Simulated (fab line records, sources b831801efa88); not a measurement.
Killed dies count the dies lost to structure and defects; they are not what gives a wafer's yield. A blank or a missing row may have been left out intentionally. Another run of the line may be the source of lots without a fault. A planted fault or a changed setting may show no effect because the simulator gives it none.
What tool caused it? :: flow gf180mcu :: Sampling: 24 lots, 72 wafers, 4 of 602 route steps

## WHAT THE GAUGES READ, wafer by wafer
GF_V1_BOW_MEAS_05. Usual: V1_BOW typically reads 84 um, with standard deviation 7.7.
lot: L074
measured: day 17 05:10
on: film_metro-02
V1_BOW (um): 89 89 88
flag: 

lot: L075
measured: day 17 10:08
on: film_metro-02
V1_BOW (um): 75 82 74
flag: 

lot: L076
measured: day 17 18:35
on: film_metro-01
V1_BOW (um): 104 94 88
flag: 

lot: L077
measured: day 18 05:34
on: film_metro-03
V1_BOW (um): 80 69 78
flag: 

lot: L078
measured: day 18 14:47
on: film_metro-02
V1_BOW (um): 89 86 98
flag: 

lot: L079
measured: day 19 02:23
on: film_metro-02
V1_BOW (um): 91 83 86
flag: 

lot: L080
measured: day 19 15:32
on: film_metro-02
V1_BOW (um): 89 89 96
flag: 

lot: L081
measured: day 19 18:05
on: film_metro-03
V1_BOW (um): 76 82 95
flag: 

lot: L082
measured: day 20 08:17
on: film_metro-02
V1_BOW (um): 90 81 87
flag: 

lot: L083
measured: day 20 18:10
on: film_metro-03
V1_BOW (um): 84 73 76
flag: 

lot: L084
measured: day 20 23:47
on: film_metro-03
V1_BOW (um): 100 75 85
flag: 

lot: L085
measured: day 21 09:52
on: film_metro-03
V1_BOW (um): 79 85 85
flag: 

lot: L086
measured: day 21 17:54
on: film_metro-02
V1_BOW (um): 79 80 70
flag: 

lot: L087
measured: day 21 21:11
on: film_metro-03
V1_BOW (um): 98 99 82
flag: 

lot: L088
measured: day 22 11:29
on: film_metro-02
V1_BOW (um): 80 84 82
flag: 

lot: L089
measured: day 22 18:05
on: film_metro-02
V1_BOW (um): 82 79 77
flag: 

lot: L090
measured: day 23 05:37
on: film_metro-02
V1_BOW (um): 97 76 83
flag: 

lot: L091
measured: day 23 08:40
on: film_metro-02
V1_BOW (um): 81 85 91
flag: 

lot: L092
measured: day 23 22:56
on: film_metro-01
V1_BOW (um): 81 90 80
flag: 

lot: L093
measured: day 24 02:25
on: film_metro-02
V1_BOW (um): 85 86 71
flag: 

lot: L094
measured: day 24 12:57
on: film_metro-02
V1_BOW (um): 78 85 80
flag: 

lot: L095
measured: day 24 17:39
on: film_metro-02
V1_BOW (um): 82 74 84
flag: 

lot: L096
measured: day 25 02:55
on: film_metro-02
V1_BOW (um): 87 76 75
flag: 

lot: L097
measured: day 25 11:04
on: film_metro-01
V1_BOW (um): 74 78 92
flag: 

GF_V3_RS_MEAS_24: measures by four-point-probe. Usual: V3_W_RS typically reads 0.327 ohm/sq, with standard deviation 0.0037.
lot: L074
measured: day 22 12:28
on: film_metro-01
V3_W_RS (ohm/sq): 0.325 0.329 0.322
flag: 

lot: L075
measured: day 22 22:00
on: film_metro-02
V3_W_RS (ohm/sq): 0.332 0.330 0.328
flag: 

lot: L076
measured: day 23 01:44
on: film_metro-03
V3_W_RS (ohm/sq): 0.334 0.333 0.333
flag: 

lot: L077
measured: day 23 13:10
on: film_metro-02
V3_W_RS (ohm/sq): 0.320 0.323 0.323
flag: 

lot: L078
measured: day 23 21:01
on: film_metro-02
V3_W_RS (ohm/sq): 0.330 0.331 0.325
flag: 

lot: L079
measured: day 24 05:04
on: film_metro-02
V3_W_RS (ohm/sq): 0.329 0.323 0.325
flag: 

lot: L080
measured: day 24 19:35
on: film_metro-01
V3_W_RS (ohm/sq): 0.331 0.329 0.331
flag: 

lot: L081
measured: day 24 23:20
on: film_metro-02
V3_W_RS (ohm/sq): 0.327 0.325 0.326
flag: 

lot: L082
measured: day 25 08:52
on: film_metro-02
V3_W_RS (ohm/sq): 0.319 0.327 0.323
flag: 

lot: L083
measured: day 25 21:46
on: film_metro-03
V3_W_RS (ohm/sq): 0.319 0.320 0.331
flag: 

lot: L084
measured: day 26 01:25
on: film_metro-02
V3_W_RS (ohm/sq): 0.335 0.327 0.330
flag: 

lot: L085
measured: day 26 06:53
on: film_metro-01
V3_W_RS (ohm/sq): 0.334 0.332 0.330
flag: 

lot: L086
measured: day 26 16:46
on: film_metro-03
V3_W_RS (ohm/sq): 0.327 0.325 0.327
flag: 

lot: L087
measured: day 26 20:37
on: film_metro-02
V3_W_RS (ohm/sq): 0.333 0.326 0.325
flag: 

lot: L088
measured: day 27 06:04
on: film_metro-01
V3_W_RS (ohm/sq): 0.322 0.330 0.330
flag: 

lot: L089
measured: day 27 11:21
on: film_metro-01
V3_W_RS (ohm/sq): 0.324 0.326 0.329
flag: 

lot: L090
measured: day 27 23:43
on: film_metro-03
V3_W_RS (ohm/sq): 0.325 0.328 0.327
flag: 

lot: L091
measured: day 28 01:53
on: film_metro-02
V3_W_RS (ohm/sq): 0.326 0.331 0.325
flag: 

lot: L092
measured: day 28 19:47
on: film_metro-02
V3_W_RS (ohm/sq): 0.332 0.325 0.329
flag: 

lot: L093
measured: day 28 19:48
on: film_metro-03
V3_W_RS (ohm/sq): 0.323 0.322 0.324
flag: 

lot: L094
measured: day 29 00:31
on: film_metro-02
V3_W_RS (ohm/sq): 0.328 0.326 0.327
flag: 

lot: L095
measured: day 29 06:28
on: film_metro-02
V3_W_RS (ohm/sq): 0.327 0.324 0.328
flag: 

lot: L096
measured: day 29 15:10
on: film_metro-03
V3_W_RS (ohm/sq): 0.327 0.332 0.329
flag: 

lot: L097
measured: day 29 22:01
on: film_metro-02
V3_W_RS (ohm/sq): 0.331 0.333 0.331
flag: 

## TOOL THAT RAN EACH LOT (tool first, then ch and the chambers of the sampled wafers, then the start)
lot: L074
GF_MVSD_STRIP_10: plasma_asher-03 ch 0,1, day 4 12:49
GF_V1_CVD_23: cvd_w-01 ch 0,1, day 18 05:01

lot: L075
GF_MVSD_STRIP_10: plasma_asher-02 ch 0,1, day 4 16:05
GF_V1_CVD_23: cvd_w-01 ch 0,1, day 18 10:56

lot: L076
GF_MVSD_STRIP_10: plasma_asher-02 ch 0,1, day 4 21:49
GF_V1_CVD_23: cvd_w-02 ch 0,1, day 18 19:08

lot: L077
GF_MVSD_STRIP_10: plasma_asher-02 ch 0,1, day 5 04:13
GF_V1_CVD_23: cvd_w-02 ch 0,1, day 19 06:54

lot: L078
GF_MVSD_STRIP_10: plasma_asher-03 ch 0,1, day 5 08:37
GF_V1_CVD_23: cvd_w-01 ch 0,1, day 19 16:12

lot: L079
GF_MVSD_STRIP_10: plasma_asher-04 ch 0,1, day 5 13:53
GF_V1_CVD_23: cvd_w-02 ch 0,1, day 20 02:02

lot: L080
GF_MVSD_STRIP_10: plasma_asher-04 ch 0,1, day 5 21:05
GF_V1_CVD_23: cvd_w-01 ch 0,1, day 20 17:01

lot: L081
GF_MVSD_STRIP_10: plasma_asher-04 ch 0,1, day 6 02:58
GF_V1_CVD_23: cvd_w-02 ch 0,1, day 20 19:40

lot: L082
GF_MVSD_STRIP_10: plasma_asher-04 ch 0,1, day 6 09:34
GF_V1_CVD_23: cvd_w-02 ch 0,1, day 21 09:07

lot: L083
GF_MVSD_STRIP_10: plasma_asher-03 ch 0,1, day 6 14:24
GF_V1_CVD_23: cvd_w-02 ch 0,1, day 21 19:00

lot: L084
GF_MVSD_STRIP_10: plasma_asher-04 ch 1, day 6 21:42
GF_V1_CVD_23: cvd_w-01 ch 0,1, day 22 01:00

lot: L085
GF_MVSD_STRIP_10: plasma_asher-04 ch 0,1, day 7 02:25
GF_V1_CVD_23: cvd_w-02 ch 0,1, day 22 10:01

lot: L086
GF_MVSD_STRIP_10: plasma_asher-03 ch 0,1, day 7 08:26
GF_V1_CVD_23: cvd_w-01 ch 0,1, day 22 18:01

lot: L087
GF_MVSD_STRIP_10: plasma_asher-03 ch 0,1, day 7 12:34
GF_V1_CVD_23: cvd_w-02 ch 0,1, day 22 21:30

lot: L088
GF_MVSD_STRIP_10: plasma_asher-04 ch 0, day 7 20:15
GF_V1_CVD_23: cvd_w-02 ch 1, day 23 11:30

lot: L089
GF_MVSD_STRIP_10: plasma_asher-02 ch 0,1, day 8 00:42
GF_V1_CVD_23: cvd_w-02 ch 0,1, day 23 16:47

lot: L090
GF_MVSD_STRIP_10: plasma_asher-04 ch 0,1, day 8 07:28
GF_V1_CVD_23: cvd_w-02 ch 0, day 24 04:32

lot: L091
GF_MVSD_STRIP_10: plasma_asher-03 ch 0,1, day 8 11:21
GF_V1_CVD_23: cvd_w-02 ch 0,1, day 24 07:40

lot: L092
GF_MVSD_STRIP_10: plasma_asher-04 ch 0,1, day 8 22:23
GF_V1_CVD_23: cvd_w-01 ch 0,1, day 24 22:14

lot: L093
GF_MVSD_STRIP_10: plasma_asher-02 ch 0,1, day 9 04:02
GF_V1_CVD_23: cvd_w-02 ch 0,1, day 25 00:50

lot: L094
GF_MVSD_STRIP_10: plasma_asher-03 ch 0,1, day 9 07:17
GF_V1_CVD_23: cvd_w-01 ch 0,1, day 25 10:02

lot: L095
GF_MVSD_STRIP_10: plasma_asher-04 ch 0,1, day 9 14:20
GF_V1_CVD_23: cvd_w-01 ch 0,1, day 25 15:48

lot: L096
GF_MVSD_STRIP_10: plasma_asher-02 ch 1, day 9 20:34
GF_V1_CVD_23: cvd_w-02 ch 0,1, day 26 01:39

lot: L097
GF_MVSD_STRIP_10: plasma_asher-03 ch 0,1, day 10 02:49
GF_V1_CVD_23: cvd_w-02 ch 1, day 26 08:37
- GF_MVSD_STRIP_10: strips in O2/N2.
- GF_V1_CVD_23: deposits W, target thk 350 nm, time 105.05 s.

## AS READ BY THE TOOLS THEMSELVES (means over the sampled wafers that have a number; for cases with no such wafer, the mark the record gives instead)
GF_MVSD_STRIP_10. Usual: drypump_motor_current_A 5.9 A, standard deviation 0.42; heater_power_w 337 W, standard deviation 21; oes_product_au 0.722 a.u., standard deviation 0.0043; platen_temp_c 250.06 C, standard deviation 0.18; strip_time_to_endpoint_s 36.91 s, standard deviation 0.1.
lot: L074
tool: plasma_asher-03
drypump_motor_current_A (A): 5.9
heater_power_w (W): 361
oes_product_au (a.u.): 0.722
platen_temp_c (C): 250.31
strip_time_to_endpoint_s (s): 36.91
flag: 

lot: L075
tool: plasma_asher-02
drypump_motor_current_A (A): 6.1
heater_power_w (W): 324
oes_product_au (a.u.): 0.724
platen_temp_c (C): 250.12
strip_time_to_endpoint_s (s): 36.93
flag: 

lot: L076
tool: plasma_asher-02
drypump_motor_current_A (A): 6.0
heater_power_w (W): 328
oes_product_au (a.u.): 0.721
platen_temp_c (C): 250.28
strip_time_to_endpoint_s (s): 36.85
flag: 

lot: L077
tool: plasma_asher-02
drypump_motor_current_A (A): 6.0
heater_power_w (W): 325
oes_product_au (a.u.): 0.721
platen_temp_c (C): 250.00
strip_time_to_endpoint_s (s): 36.78
flag: 

lot: L078
tool: plasma_asher-03
drypump_motor_current_A (A): 5.9
heater_power_w (W): 358
oes_product_au (a.u.): 0.725
platen_temp_c (C): 250.10
strip_time_to_endpoint_s (s): 37.05
flag: 

lot: L079
tool: plasma_asher-04
drypump_motor_current_A (A): 5.6
heater_power_w (W): 330
oes_product_au (a.u.): 0.717
platen_temp_c (C): 250.18
strip_time_to_endpoint_s (s): 36.98
flag: 

lot: L080
tool: plasma_asher-04
drypump_motor_current_A (A): 5.6
heater_power_w (W): 335
oes_product_au (a.u.): 0.723
platen_temp_c (C): 249.95
strip_time_to_endpoint_s (s): 36.83
flag: 

lot: L081
tool: plasma_asher-04
drypump_motor_current_A (A): 5.9
heater_power_w (W): 341
oes_product_au (a.u.): 0.721
platen_temp_c (C): 250.14
strip_time_to_endpoint_s (s): 36.84
flag: 

lot: L082
tool: plasma_asher-04
drypump_motor_current_A (A): 5.9
heater_power_w (W): 337
oes_product_au (a.u.): 0.724
platen_temp_c (C): 249.96
strip_time_to_endpoint_s (s): 37.16
flag: 

lot: L083
tool: plasma_asher-03
drypump_motor_current_A (A): 5.9
heater_power_w (W): 357
oes_product_au (a.u.): 0.722
platen_temp_c (C): 250.04
strip_time_to_endpoint_s (s): 37.02
flag: 

lot: L084
tool: plasma_asher-04
drypump_motor_current_A (A): 5.3
heater_power_w (W): 329
oes_product_au (a.u.): 0.719
platen_temp_c (C): 250.40
strip_time_to_endpoint_s (s): 36.90
flag: 

lot: L085
tool: plasma_asher-04
drypump_motor_current_A (A): 5.6
heater_power_w (W): 333
oes_product_au (a.u.): 0.725
platen_temp_c (C): 250.00
strip_time_to_endpoint_s (s): 36.89
flag: 

lot: L086
tool: plasma_asher-03
drypump_motor_current_A (A): 5.9
heater_power_w (W): 356
oes_product_au (a.u.): 0.723
platen_temp_c (C): 250.06
strip_time_to_endpoint_s (s): 36.78
flag: 

lot: L087
tool: plasma_asher-03
drypump_motor_current_A (A): 5.9
heater_power_w (W): 353
oes_product_au (a.u.): 0.724
platen_temp_c (C): 250.11
strip_time_to_endpoint_s (s): 36.93
flag: 

lot: L088
tool: plasma_asher-04
drypump_motor_current_A (A): 6.3
heater_power_w (W): 342
oes_product_au (a.u.): 0.723
platen_temp_c (C): 250.18
strip_time_to_endpoint_s (s): 36.81
flag: 

lot: L089
tool: plasma_asher-02
drypump_motor_current_A (A): 6.0
heater_power_w (W): 325
oes_product_au (a.u.): 0.722
platen_temp_c (C): 249.93
strip_time_to_endpoint_s (s): 36.93
flag: 

lot: L090
tool: plasma_asher-04
drypump_motor_current_A (A): 6.0
heater_power_w (W): 337
oes_product_au (a.u.): 0.721
platen_temp_c (C): 250.15
strip_time_to_endpoint_s (s): 36.93
flag: 

lot: L091
tool: plasma_asher-03
drypump_motor_current_A (A): 5.7
heater_power_w (W): 339
oes_product_au (a.u.): 0.725
platen_temp_c (C): 250.24
strip_time_to_endpoint_s (s): 36.81
flag: 

lot: L092
tool: plasma_asher-04
drypump_motor_current_A (A): 5.9
heater_power_w (W): 334
oes_product_au (a.u.): 0.717
platen_temp_c (C): 250.10
strip_time_to_endpoint_s (s): 36.82
flag: 

lot: L093
tool: plasma_asher-02
drypump_motor_current_A (A): 6.1
heater_power_w (W): 329
oes_product_au (a.u.): 0.723
platen_temp_c (C): 250.09
strip_time_to_endpoint_s (s): 36.93
flag: 

lot: L094
tool: plasma_asher-03
drypump_motor_current_A (A): 5.9
heater_power_w (W): 358
oes_product_au (a.u.): 0.719
platen_temp_c (C): 249.88
strip_time_to_endpoint_s (s): 36.81
flag: 

lot: L095
tool: plasma_asher-04
drypump_motor_current_A (A): 5.6
heater_power_w (W): 331
oes_product_au (a.u.): 0.718
platen_temp_c (C): 250.06
strip_time_to_endpoint_s (s): 37.04
flag: 

lot: L096
tool: plasma_asher-02
drypump_motor_current_A (A): 6.3
heater_power_w (W): 334
oes_product_au (a.u.): 0.720
platen_temp_c (C): 249.98
strip_time_to_endpoint_s (s): 36.85
flag: 

lot: L097
tool: plasma_asher-03
drypump_motor_current_A (A): 5.9
heater_power_w (W): 351
oes_product_au (a.u.): 0.722
platen_temp_c (C): 249.81
strip_time_to_endpoint_s (s): 37.00
flag: 

GF_V1_CVD_23. Usual: heater_power_w at 888 W, with a standard deviation of 53.
lot: L074
tool: cvd_w-01
heater_power_w (W): 953
flag: 

lot: L075
tool: cvd_w-01
heater_power_w (W): 956
flag: 

lot: L076
tool: cvd_w-02
heater_power_w (W): 860
flag: 

lot: L077
tool: cvd_w-02
heater_power_w (W): 850
flag: 

lot: L078
tool: cvd_w-01
heater_power_w (W): 894
flag: 

lot: L079
tool: cvd_w-02
heater_power_w (W): 848
flag: 

lot: L080
tool: cvd_w-01
heater_power_w (W): 911
flag: 

lot: L081
tool: cvd_w-02
heater_power_w (W): 863
flag: 

lot: L082
tool: cvd_w-02
heater_power_w (W): 864
flag: 

lot: L083
tool: cvd_w-02
heater_power_w (W): 854
flag: 

lot: L084
tool: cvd_w-01
heater_power_w (W): 947
flag: 

lot: L085
tool: cvd_w-02
heater_power_w (W): 868
flag: 

lot: L086
tool: cvd_w-01
heater_power_w (W): 917
flag: 

lot: L087
tool: cvd_w-02
heater_power_w (W): 849
flag: 

lot: L088
tool: cvd_w-02
heater_power_w (W): 850
flag: 

lot: L089
tool: cvd_w-02
heater_power_w (W): 882
flag: 

lot: L090
tool: cvd_w-02
heater_power_w (W): 874
flag: 

lot: L091
tool: cvd_w-02
heater_power_w (W): 855
flag: 

lot: L092
tool: cvd_w-01
heater_power_w (W): 920
flag: 

lot: L093
tool: cvd_w-02
heater_power_w (W): 870
flag: 

lot: L094
tool: cvd_w-01
heater_power_w (W): 916
flag: 

lot: L095
tool: cvd_w-01
heater_power_w (W): 931
flag: 

lot: L096
tool: cvd_w-02
heater_power_w (W): 864
flag: 

lot: L097
tool: cvd_w-02
heater_power_w (W): 865
flag: 

## THE ANSWER, worked out from the rows above alone
Rule: a lot counts as off when the mean over its wafers that have a number is more than 3 standard deviations away from the usual mean. A lot without any number at a reading at which 4 lots or more have one is off too. All remaining lots with rows at the step are treated as sound. Order of review: gauges by route order, followed by the tools' own readings, for which a lot's mean as printed above is used. At the first step where some lot is off, the reading lying furthest off is the one used; lots without a number count as furthest.
None of the lots is off at any reading shown; this tells nothing.

## WHAT WAS PUT IN BY THE SIMULATOR
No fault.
